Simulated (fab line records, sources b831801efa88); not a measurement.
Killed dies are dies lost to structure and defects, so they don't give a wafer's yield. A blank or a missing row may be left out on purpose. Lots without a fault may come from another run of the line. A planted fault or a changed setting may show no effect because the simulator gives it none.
Chamber matching | flow sky130 | SKY_LI_CONTACT_HDPCVD_00 on hdpcvd-01: 3 sister chambers
The step deposits PSG, target thk 930 nm, time 155 s. 6 wafers are shown with their chamber, then 8 later ones without.

WAFERS WITH THEIR CHAMBER
wafer  | chamber | susceptor_temp_C (C)
L981.1 | 2       | 600.16
L990.3 | 0       | 599.22
L990.6 | 0       | 599.83
L992.2 | 2       | 599.83
L992.5 | 1       | 600.16
L993.2 | 1       | 600.64

WAFERS WITHOUT THEIR CHAMBER
wafer  | susceptor_temp_C (C)
L993.4 | 600.03
L993.6 | 600.37
L994.1 | 600.15
L994.2 | 599.85
L994.4 | 599.93
L995.1 | 600.13
L995.2 | 599.89
L995.4 | 600.06

WHICH CHAMBER EACH WENT THROUGH
wafer  | from the rows above          | in truth
L993.4 | can't be placed: 2 or 1 or 0 | 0
L993.6 | can't be placed: 1 or 2      | 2
L994.1 | can't be placed: 2 or 1 or 0 | 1
L994.2 | can't be placed: 2 or 0 or 1 | 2
L994.4 | can't be placed: 2 or 0 or 1 | 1
L995.1 | can't be placed: 2 or 1 or 0 | 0
L995.2 | can't be placed: 2 or 0 or 1 | 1
L995.4 | can't be placed: 2 or 1 or 0 | 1
Placed correctly: 0 of 8. Can't be placed from these rows: 8 (the true chamber is among the candidates in 8). Placed wrongly: 0.
How it was worked out, from the rows above alone: a wafer's distance from a chamber is the root of the sum, over the readings, of the square of ((its reading less the chamber's mean) divided by the reading's scatter). The wafer belongs to the nearest chamber; if the next one is less than 2 further off, it can't be placed. A chamber's mean is the mean of its shown wafers. The scatter: the root of (the sum of the squares of (reading less its chamber's mean) over the shown wafers, divided by (wafers less chambers)).
